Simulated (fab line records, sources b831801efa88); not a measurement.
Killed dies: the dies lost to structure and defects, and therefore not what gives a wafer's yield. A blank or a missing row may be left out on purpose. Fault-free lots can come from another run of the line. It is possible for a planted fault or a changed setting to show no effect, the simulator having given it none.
Chamber matching	flow gf180mcu	GF_M5_ETCH_09 on rie diel-01: 4 sister chambers
The step etches Si3N4 in CF4/O2, target depth 52 nm, time 11.6 s. 16 wafers are shown with their chamber, then 8 later ones without.

== EACH WAFER AND ITS CHAMBER ==
wafer	chamber	drypump motor current A (A)	oes product au (a.u.)	throttle valve pct (%)
L113.2	3	5.9	0.983	5.970
L113.3	0	5.3	0.996	5.971
L113.6	1	5.8	0.997	5.974
L117.1	2	5.7	0.981	5.953
L117.3	0	5.4	1.004	5.984
L117.4	1	5.9	0.995	5.950
L121.1	1	5.8	0.990	5.984
L121.3	2	5.7	0.997	5.970
L121.4	0	5.4	1.000	5.962
L122.4	1	5.9	0.994	5.953
L122.5	2	5.7	0.997	5.971
L122.6	0	5.4	1.005	5.959
L123.1	0	5.3	0.996	5.967
L123.2	1	5.8	0.986	5.954
L123.3	2	5.7	0.984	5.959
L124.3	2	5.7	0.986	5.994

SIGNATURES, as means of the wafers listed above
reading	chamber 0	chamber 1	chamber 2	chamber 3	scatter within a chamber
drypump motor current A	5.360	5.840	5.700	5.900	0.0447
oes product au	1.00020	0.99240	0.98900	0.98300	0.0056
throttle valve pct	5.96860	5.96300	5.96940	5.97000	0.0138
Rule: a wafer lies at a distance from a chamber equal to the root of the sum of squares, over the readings, of (its reading less the chamber's mean, divided by the reading's scatter). The wafer belongs to the nearest chamber; if the next one is less than 2 further off, it can't be placed. The scatter is the square root of a quotient: the sum, over the shown wafers, of each reading's squared deviation from its chamber's mean, divided by wafers minus chambers.

== WAFERS WHOSE CHAMBER IS MISSING ==
wafer	drypump motor current A (A)	oes product au (a.u.)	throttle valve pct (%)
L124.4	5.3	1.006	5.977
L124.6	5.3	1.017	5.994
L125.2	5.8	0.992	5.970
L125.5	5.9	0.995	5.964
L125.6	5.7	0.995	5.972
L127.2	5.4	0.999	5.959
L127.4	5.8	0.998	5.980
L127.6	5.4	1.009	5.978

== THE CHAMBER EACH PASSED THROUGH ==
wafer	from the rows above	in truth
L124.4	0	0
L124.6	0	0
L125.2	can't be placed: 1 or 2 or 3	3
L125.5	can't be placed: 1 or 3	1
L125.6	2	2
L127.2	0	0
L127.4	can't be placed: 1 or 2 or 3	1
L127.6	0	0
5 of 8 placed correctly. Not placeable from these rows: 3 (in 3, the candidates include the true chamber). Wrongly placed: 0.
